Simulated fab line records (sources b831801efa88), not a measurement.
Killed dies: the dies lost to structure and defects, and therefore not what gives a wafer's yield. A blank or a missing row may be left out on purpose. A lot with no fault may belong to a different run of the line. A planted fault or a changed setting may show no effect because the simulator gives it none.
Which tool was responsible? ; flow gf180mcu ; 7 lots, 21 wafers sampled, at 1 step of a route of 602

WHAT THE GAUGES READ, wafer by wafer
GF_STI_BOW_MEAS_00.
lot;measured;on;INCOMING_BOW (um)
L511;day 1 15:00;film_metro-03;5 1 -1
L514;day 2 06:00;film_metro-01;-6 9 5
L521;day 3 17:01;film_metro-04;-6 -1 -15
L523;day 4 03:01;film_metro-03;-9 -1 -4
L526;day 4 18:01;film_metro-04;-9 -5 0
L529;day 5 09:01;film_metro-04;-10 5 -6
L533;day 6 05:00;film_metro-03;-7 5 10

WHAT TOOL EACH LOT RAN ON (gives the tool, then ch and the chambers of the sampled wafers, and finally the start)
Before these readings, the record contains no process step.

THE ANSWER, worked out from the rows above alone
Rule: what is usual is taken from the lots themselves. The widest of any qualifying gaps counts: lots, ordered by their means at a reading, are off when they make up no more than a third of the lots, leave a main group of 4 or more, and stand apart from it by 3 or more times the standard deviation of that group's means. If all means in a main group match to the digits the tables above print for the reading, that group is not used. Also off: a lot with no number at a reading for which 4 or more lots have one. All remaining lots with rows at the step are treated as sound.
No lot is off on any of the readings shown, so nothing can be concluded from this.

WHAT THE SIMULATOR HAD PUT IN
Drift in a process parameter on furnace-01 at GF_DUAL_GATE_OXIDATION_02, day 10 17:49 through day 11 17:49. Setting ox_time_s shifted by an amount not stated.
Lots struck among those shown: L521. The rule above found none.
